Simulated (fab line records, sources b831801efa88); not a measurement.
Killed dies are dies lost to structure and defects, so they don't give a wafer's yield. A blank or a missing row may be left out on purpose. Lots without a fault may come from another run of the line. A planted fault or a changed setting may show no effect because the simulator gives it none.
Which tool did it? | flow gf180mcu | 6 lots, 18 wafers sampled, at 2 steps of a route of 602

WHAT THE GAUGES READ, wafer by wafer
GF_SAB_CD_MEAS_09: target cd 420 nm.
lot  | measured     | on        | cd_nm (nm)
L432 | day 15 14:48 | cd_sem-02 | 420.2 419.5 421.6
L436 | day 17 11:41 | cd_sem-02 | 420.3 418.8 418.6
L439 | day 18 16:28 | cd_sem-02 | 418.3 419.9 421.0
L443 | day 19 10:05 | cd_sem-01 | 422.7 423.2 424.6
L449 | day 21 21:02 | cd_sem-01 | 423.1 422.6 421.5
L451 | day 23 02:08 | cd_sem-01 | 423.1 423.3 424.1

WHICH TOOL RAN EACH LOT (tool, then ch and the chambers of the sampled wafers, then the start)
lot  | GF_SAB_EXPOSE_06
L432 | iline_stepper-01 ch 0, day 15 04:18
L436 | iline_stepper-02 ch 0, day 17 00:32
L439 | iline_stepper-01 ch 0, day 18 04:56
L443 | iline_stepper-02 ch 0, day 18 21:14
L449 | iline_stepper-01 ch 0, day 21 09:26
L451 | iline_stepper-02 ch 0, day 22 15:44
- GF_SAB_EXPOSE_06: exposes mask SAB, target cd 420 nm.

THE ANSWER, worked out from the rows above alone
Rule: what is usual is taken from the lots themselves. Put in order of their means at a reading, lots are off if they are a third of the lots or fewer, leave a main group of 4 or more, and stand apart from it by a gap of 3 or more times the standard deviation of the main group's means; of several such gaps the widest counts. A main group whose means are all the same, to the digits that the tables above print for the reading, isn't used. A lot without any number at a reading at which 4 lots or more have one is off too. The other lots that the step has rows for count as sound.
No lot is off at any reading shown: from this, nothing can be told.

WHAT THE SIMULATOR HAD PUT IN
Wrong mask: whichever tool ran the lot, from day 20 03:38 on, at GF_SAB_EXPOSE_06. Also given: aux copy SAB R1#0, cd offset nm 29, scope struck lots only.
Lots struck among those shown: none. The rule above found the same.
